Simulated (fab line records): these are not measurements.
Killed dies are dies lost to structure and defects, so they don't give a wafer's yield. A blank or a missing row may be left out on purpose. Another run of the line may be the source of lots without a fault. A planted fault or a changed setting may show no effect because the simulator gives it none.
The same fault as seen by 2 desks -- flow gf180mcu -- each desk holds nothing but its own numbers, with what lay behind them at the end

TOOL OWNER'S DESK, rieMetal-04
The tool's own readings at GF_M4_METAL_ETCH_16 (etches the open film in Cl2/BCl3, stops on SiO2, target depth 627.5 nm, time 104.6 s): means of the sampled wafers that have a number, for each lot that ran on this tool. The brackets show how far a lot's mean lies from the usual mean; more than 4 standard deviations puts the lot out of limits, marked OUT.
Columns: A = biasW at GF_M4_METAL_ETCH_16, usual 140.0 W; B = chamberPressureMTorr at GF_M4_METAL_ETCH_16, usual 8.000 mTorr; C = drypumpMotorCurrentA at GF_M4_METAL_ETCH_16, usual 5.7 A; D = oesProductAu at GF_M4_METAL_ETCH_16, usual 0.971 a.u.; E = throttleValvePct at GF_M4_METAL_ETCH_16, usual 28.252 %
lot,first seen here,A,B,C,D,E
L859,day 24 02:40,140.4,8.000,5.6,0.978,28.255
L861,day 24 14:36,140.2,7.998,5.8,0.966,28.261
L862,day 25 04:00,139.7,8.004,5.9,0.967,28.249
L870,day 28 02:04,185.9 (+99 or more) OUT,7.999,5.6,0.971,28.250
This desk's finding: out of limits on L870; first on L870, day 28 02:04 (biasW at GF_M4_METAL_ETCH_16). L859, L861, L862: within limits.

THE METROLOGY DESK
What the gauges read, lot by lot, whatever tool the lot ran on: means of the sampled wafers that have a number. The brackets show how far a lot's mean lies from the usual mean; more than 4 standard deviations puts the lot out of limits, marked OUT.
Columns: A = V3_W_THK at GF_V3_THK_MEAS_25, usual 349 nm
lot,first seen here,A
L858,day 22 13:54,351
L859,day 23 03:35,345
L860,day 23 12:43,349
L861,day 23 15:40,348
L862,day 24 04:38,348
L865,day 25 06:44,350
L867,day 26 02:51,351
L870,day 27 04:59,348
L873,day 28 00:28,354
L880,day 29 21:34,356
L881,day 30 01:22,344
This desk's finding: nothing out of limits on any of the 11 lots.

BROUGHT TOGETHER
On L870, at day 28 02:04, an alarm was possible from the tool owner's desk.
Metrology desk: nothing out of limits seen.
The metrology desk has L870 on record, within its limits.
On rieMetal-04, each named lot ran GF_M4_METAL_ETCH_16.

WHAT WAS PUT IN BY THE SIMULATOR
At GF_M4_METAL_ETCH_16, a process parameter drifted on rieMetal-04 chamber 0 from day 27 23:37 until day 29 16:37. Setting biasW shifted by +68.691 from 140. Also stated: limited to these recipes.
Shown lots that were struck: L870.
Time in hours from fault onset to the first out-of-limits reading at each desk: the tool owner's desk, 2.
